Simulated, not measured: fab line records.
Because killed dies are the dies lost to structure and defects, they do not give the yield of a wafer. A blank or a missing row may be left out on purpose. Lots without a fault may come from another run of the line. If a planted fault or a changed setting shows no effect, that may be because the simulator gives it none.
A lot that was struck, set against a sound lot | flow sky130 | 18 steps out of a route of 708
Sound: wafers L864.2, L864.3, L864.6. Struck: wafers L871.2, L871.5 (left out: L871.4, a lot-mate that was not struck); the cause follows at the end.
At each step with rows: each side's tool, then ch and its chambers, then its first start. Under that, the readings that differ: sound wafers | struck wafers | difference of the means | sigmas: that difference in standard deviations of wafers without a fault.
alike: a reading whose means differ by less than 2 such deviations, as well as words and numbers matching on both sides. not compared: withheld readings; readings where some wafer has no value; bounds like >300 that might hide an equal value; numbers whose values overlap and for which the record gives no deviation.
A row with sigmas, a row that says differs or no value, or rows on one side alone: a step with any of these is where the two part. Numbers that have no deviation but don't overlap get no sigmas and don't part them. A reading that every wafer of one side lacks parts them only if that side has two wafers or more.

first, 3 steps without rows for these wafers: SKY_VIA2_EXPOSE_09 (exposes mask VIM2, target cd 200 nm); SKY_VIA2_PEB_10; SKY_VIA2_DEVELOP_11 (develop time 60 s).
SKY_VIA2_CD_MEAS_12: target cd 200 nm.
  sound on cdSem-01, day 39 00:32; struck on cdSem-01, day 41 07:38
  alike: cdNm
SKY_VIA2_OVL_MEAS_13:
  sound on overlay-01, day 39 00:38; struck on overlay-02, day 41 07:44
  alike: VIA2_OVL
SKY_VIA2_ETCH_14: etches BARC in N2/H2, stops on SiO2, time 45.9 s, target depth 60 nm.
  sound on rieDiel-04 ch 0,1,2, day 39 00:40; struck on rieDiel-04 ch 1,2, day 41 07:46
  alike: drypumpMotorCurrentA, oesProductAu, throttleValvePct
  not compared: rfHoursCounterH
SKY_VIA2_ETCH_15: etches SiO2 in C4F8/O2/Ar, stops on TiN, target depth 546 nm, time 84 s.
  sound on rieDiel-04 ch 0,1,2, day 39 00:43; struck on rieDiel-04 ch 1,2, day 41 07:49
  alike: oesProductAu
  not compared: rfHoursCounterH
SKY_VIA2_STRIP_16: strips in O2/N2.
  sound on plasmaAsher-01 ch 0,1, day 39 00:46; struck on plasmaAsher-01 ch 0,1, day 41 07:52
  alike: drypumpMotorCurrentA, o2FlowSccm, oesProductAu, stripTimeToEndpointS
  not compared: rfHoursCounterH
then, 3 steps without rows for these wafers: SKY_VIA2_STRIP_17 (strips in post etch residue remover, time 1200 s); SKY_VIA2_CLEAN_18 (cleans in IPA, time 180 s); SKY_VIA2_CLEAN_19 (cleans in O3/DIW).
SKY_VIA2_SPUTTER_20: material TiN, target thk 20 nm, time 80 s.
  sound on pvdSputter-04, day 39 01:22; struck on pvdSputter-04, day 41 08:30
  alike: throttleValvePct
SKY_VIA2_CVD_21: deposits W, target thk 420 nm, time 126.4 s.
  sound on cvdW-02 ch 0,1, day 39 01:25; struck on cvdW-01 ch 1, day 41 08:34
reading                           | sound             | struck      | difference | sigmas
model.W_of_VIA2_CVD_21.thkNm (nm) | 425.2 420.4 420.6 | 573.8 574.9 | +152.3     | 
  alike: heaterPowerW
SKY_VIA2_RS_MEAS_22: measures by four-point-probe.
  sound on filmMetro-04, day 39 01:34; struck on filmMetro-04, day 41 08:43
reading            | sound             | struck      | difference | sigmas
VIA2_W_RS (ohm/sq) | 0.268 0.272 0.272 | 0.199 0.198 | -0.072     | -14
SKY_VIA2_THK_MEAS_23: measures by xrf.
  sound on filmMetro-04, day 39 01:41; struck on filmMetro-04, day 41 08:49
reading         | sound       | struck | difference                    | sigmas
VIA2_W_THK (nm) | 429 425 426 | - -    | no value on the struck wafers | 
SKY_VIA2_CMP_24: polishes, stops on SiO2, t overpolish 20 s, target thk 0 nm.
  sound on cmp-02 ch 1,3, day 39 01:51; struck on cmp-01 ch 2,3, day 41 08:52
reading             | sound    | struck  | difference | sigmas
timeToEndpointS (s) | 94 95 95 | 137 145 | +46        | +8
  alike: motorCurrentA, retainingRingPressureFrac
SKY_METAL3_SPUTTER_00: material Ti, target thk 15 nm, time 10 s.
  sound on pvdSputter-03, day 39 02:06; struck on pvdSputter-01, day 41 09:10
  alike: throttleValvePct
SKY_PAD_OPEN_PROBE_99:
  rows exist in the record for the sound wafers here (prober-01, day 47 23:09), none for the struck ones

## WHERE THEY PART
Last at SKY_PAD_OPEN_PROBE_99 as far as this record goes, first at SKY_VIA2_RS_MEAS_22.

WHY: the cause the simulator had injected
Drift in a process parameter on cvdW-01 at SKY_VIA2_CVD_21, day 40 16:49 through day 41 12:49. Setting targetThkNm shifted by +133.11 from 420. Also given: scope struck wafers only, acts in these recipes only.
